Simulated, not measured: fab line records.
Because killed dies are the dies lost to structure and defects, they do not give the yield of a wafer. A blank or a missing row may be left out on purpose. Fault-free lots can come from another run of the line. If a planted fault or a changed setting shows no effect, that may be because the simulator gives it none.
Split-lot trial | flow sfq-line | 23 wafers read from 5 lots, route of 325 steps

ON THE SPLIT
At SFQ_TRILAYER_I0_CMP_CMP_028 (polishes SiO2), the setting leave-above-ref-nm was moved away from the recipe's 200 nm on 5 of the 23 wafers read, by -3.9% to +4.2%. All remaining wafers had this setting at the recipe value.

FROM THE SPLIT TO THE READING: what the file shows between them, 1 step
- SFQ_TRILAYER_I0_METRO_MEASURE_029

THE READING
oes-product-au, in a.u., at SFQ_TRILAYER_I0_VIA_ETCH_VIA_ETCH_034 (etches SiO2 in CHF3, stops on Nb, target depth 260 nm). Fault-free wafers of this fab line usually give 0.856 a.u., standard deviation 0.0042 a.u.

wafer  | tool, chamber at the split | leave-above-ref-nm as run, nm | against the recipe | oes-product-au, a.u. | against lot-mates on the recipe
L074.1 | cmp-02, 3                  | 200                           | recipe             | 0.852                | -
L074.2 | cmp-02, 2                  | 200                           | recipe             | 0.860                | -
L074.5 | cmp-02, 0                  | 200                           | recipe             | 0.854                | -
L075.2 | cmp-02, 1                  | 208.4                         | +4.2%              | 0.878                | +0.016
L075.3 | cmp-02, 3                  | 200                           | recipe             | 0.863                | -
L075.4 | cmp-02, 0                  | 200                           | recipe             | 0.862                | -
L075.5 | cmp-02, 1                  | 208.4                         | +4.2%              | 0.873                | +0.011
L075.6 | cmp-02, 0                  | 200                           | recipe             | 0.862                | -
L076.1 | cmp-01, 2                  | 200                           | recipe             | 0.858                | -
L076.2 | cmp-01, 3                  | 200                           | recipe             | 0.853                | -
L076.3 | cmp-01, 0                  | 200                           | recipe             | 0.857                | -
L076.4 | cmp-01, 1                  | 200                           | recipe             | 0.854                | -
L076.6 | cmp-01, 0                  | 200                           | recipe             | 0.856                | -
L083.1 | cmp-01, 3                  | 192.1                         | -3.9%              | 0.841                | -0.009
L083.2 | cmp-01, 1                  | 192.1                         | -3.9%              | 0.837                | -0.013
L083.4 | cmp-01, 0,3                | 200                           | recipe             | 0.849                | -
L083.5 | cmp-01, 0,3                | 200                           | recipe             | 0.851                | -
L083.6 | cmp-01, 0                  | 192.1                         | -3.9%              | 0.835                | -0.015
L084.1 | cmp-02, 3                  | 200                           | recipe             | 0.858                | -
L084.2 | cmp-02, 2                  | 200                           | recipe             | 0.859                | -
L084.3 | cmp-02, 1                  | 200                           | recipe             | 0.860                | -
L084.4 | cmp-02, 0                  | 200                           | recipe             | 0.853                | -
L084.5 | cmp-02, 0                  | 200                           | recipe             | 0.856                | -
When a row names more than one chamber, that row covers several wafers, and the file does not tell which wafer ran in which chamber.

THE FIT
A straight line over all 23 wafers: oes-product-au changes by +0.00466 a.u. for each +1% of leave-above-ref-nm; r = +0.92; the points scatter about the line by 0.0039 a.u.
The same after taking each lot's own level away (the mean of its wafers on the recipe; 23 wafers): +0.00313 a.u. for each +1%; r = +0.93; scatter 0.0024 a.u.
The reading moves by 0.013 a.u. for the largest change in leave-above-ref-nm, on that fit.
Across the lots, their own levels run from 0.8500 to 0.8623 a.u., a range of 2.9 times the standard deviation given above.
So the slope is not independent of the lot-to-lot level: the two fits are not the same.
Check: for one of the wafers moved furthest among these (+4.2%), held out of the fit, the line's prediction against its lot-mates is +0.0122 a.u. It came out at +0.0157 a.u. against them.

OTHER SPLITS APPLIED TO THESE WAFERS
Note: prior to the reading, these wafers also went through further splits. Each is held against what the fit with the lots' levels taken away leaves over:
other split on the same wafers                   | wafers away from the commonest value | r with oes-product-au (lot level and that fit taken away)
SFQ_TRILAYER_L0_LITHO_COAT_010 resist-thk-nm     | 5                                    | +0.26
SFQ_TRILAYER_L0_LITHO_PEB_008 peb-temp-c         | 7                                    | +0.02
SFQ_TRILAYER_L0_VIA_LITHO_COAT_013 resist-thk-nm | 8                                    | +0.22
SFQ_TRILAYER_M0_DEP_SPUTTER_019 time-s           | 10                                   | +0.11
SFQ_TRILAYER_M0_LITHO_COAT_021 resist-thk-nm     | 8                                    | +0.02
SFQ_TRILAYER_M0_ETCH_METAL_ETCH_024 icp-w        | 9                                    | -0.01

THE WHOLE CHAIN: every reading that the file lists as answering this split, in the file's order
step                                  | what it does                                          | reading                                                                                   | change (the file's fit)                   | r (the file's)
SFQ_TRILAYER_I0_CMP_CMP_028           | polishes SiO2                                         | SiO2_of_TRILAYER_I0_DEP_PECVD_027.thk-nm (the simulator's own value, which no gauge read) | +1.93 nm for each +1% of the setting      | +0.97
SFQ_TRILAYER_I0_METRO_MEASURE_029     |                                                       | thk-nm                                                                                    | +1.96 nm for each +1% of the setting      | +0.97
SFQ_TRILAYER_I0_VIA_ETCH_VIA_ETCH_034 | etches SiO2 in CHF3, stops on Nb, target depth 260 nm | oes-product-au                                                                            | +0.00315 a.u. for each +1% of the setting | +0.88
SFQ_TRILAYER_I0_VIA_ETCH_VIA_ETCH_034 | etches SiO2 in CHF3, stops on Nb, target depth 260 nm | I0.feature-depth-nm (the simulator's own value, which no gauge read)                      | +1.94 nm for each +1% of the setting      | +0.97

THE FILE'S OWN FIT
oes-product-au changes by +0.00315 a.u. for each +1% of leave-above-ref-nm, r = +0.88.
